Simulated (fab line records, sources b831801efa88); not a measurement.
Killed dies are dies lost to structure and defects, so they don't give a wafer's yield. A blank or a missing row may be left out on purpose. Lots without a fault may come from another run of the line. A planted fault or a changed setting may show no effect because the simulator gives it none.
A struck lot beside a sound one | flow gf180mcu | 21 steps out of a route of 602
Sound: wafers L768.1, L768.3, L768.5. Struck: wafers L785.2, L785.3, L785.4. The cause comes at the end.
At each step with rows: each side's tool, then ch and its chambers, then its first start. Under that, the readings that differ: sound wafers | struck wafers | difference of the means | sigmas: that difference in standard deviations of wafers without a fault.
alike: readings whose means differ by less than 2 such deviations, and words and numbers that are the same on both sides. not compared: withheld readings, readings that some wafer has no value for, bounds like >300 that may hide the same value, and numbers for which the record gives no deviation and whose values overlap.
The two part at a step that has a row with sigmas, a row that says differs or no value, or rows on one side only. Numbers that don't overlap but have no deviation are shown without sigmas and don't part them. A reading that every wafer of one side lacks parts them only if that side has two wafers or more.

first, 3 steps without rows for these wafers: GF_LVPWELL_EXPOSE_04 (exposes mask LVPWELL, target cd 600 nm); GF_LVPWELL_PEB_05; GF_LVPWELL_DEVELOP_06 (develop time 60 s).
GF_LVPWELL_OVL_MEAS_07:
  sound on overlay-02, day 4 03:46; struck on overlay-02, day 8 02:26
  alike: LVPWELL_OVL
then, 2 steps without rows for these wafers: GF_LVPWELL_IMPLANT_08; GF_LVPWELL_IMPLANT_09.
GF_LVPWELL_STRIP_10: strips in O2/N2.
  sound on plasma_asher-02 ch 1, day 4 04:06; struck on plasma_asher-04 ch 0,1, day 8 02:50
  alike: drypump_motor_current_A, heater_power_w, oes_product_au, strip_time_to_endpoint_s
  not compared: rf_hours_counter_h
GF_LVPWELL_TW_MEAS_11:
  sound on film_metro-03, day 4 04:12; struck on film_metro-04, day 8 02:56
  alike: LVPWELL_TW
then, 4 steps without rows for these wafers: GF_MVSD_DEHYDRATE_00 (time 60 s); GF_MVSD_HMDS_01 (prime time 60 s); GF_MVSD_COAT_02 (resist thk 3000 nm); GF_MVSD_SOFTBAKE_03.
GF_MVSD_EXPOSE_04: exposes mask MVSD, target cd 1000 nm.
  sound on iline_stepper-02 ch 0, day 4 10:59; struck on iline_stepper-02 ch 0, day 8 11:15
  reading | sound                | struck                  | difference | sigmas
  mask    | MVSD#0 MVSD#0 MVSD#0 | Nwell#0 Nwell#0 Nwell#0 | differs    |
  alike: exposure_dose_mJ_cm2, stage_vel_mm_s
then, 2 steps without rows for these wafers: GF_MVSD_PEB_05; GF_MVSD_DEVELOP_06 (develop time 60 s).
GF_MVSD_OVL_MEAS_07:
  sound on overlay-01, day 4 18:07; struck on overlay-01, day 8 19:26
  reading       | sound        | struck | difference                    | sigmas
  MVSD_OVL (nm) | -1.7 0.4 0.3 | - - -  | no value on the struck wafers |
then, 2 steps without rows for these wafers: GF_MVSD_IMPLANT_08; GF_MVSD_IMPLANT_09.
GF_MVSD_STRIP_10: strips in O2/N2.
  sound on plasma_asher-01 ch 0, day 4 18:28; struck on plasma_asher-01 ch 0,1, day 8 19:46
  alike: drypump_motor_current_A, heater_power_w, oes_product_au, strip_time_to_endpoint_s
  not compared: rf_hours_counter_h
GF_MVSD_TW_MEAS_11:
  sound on film_metro-04, day 4 18:34; struck on film_metro-01, day 8 20:09
  reading | sound          | struck   | difference | sigmas
  MVSD_TW | 1570 1571 1571 | 30 30 31 | -1540      | -91
  not compared: hold
then, 1 step without rows for these wafers: GF_PASSIVATION_PROBE_99.

WHERE THEY PART
First at GF_MVSD_EXPOSE_04; last, within this record, at GF_MVSD_TW_MEAS_11.

WHY: what the simulator had put in
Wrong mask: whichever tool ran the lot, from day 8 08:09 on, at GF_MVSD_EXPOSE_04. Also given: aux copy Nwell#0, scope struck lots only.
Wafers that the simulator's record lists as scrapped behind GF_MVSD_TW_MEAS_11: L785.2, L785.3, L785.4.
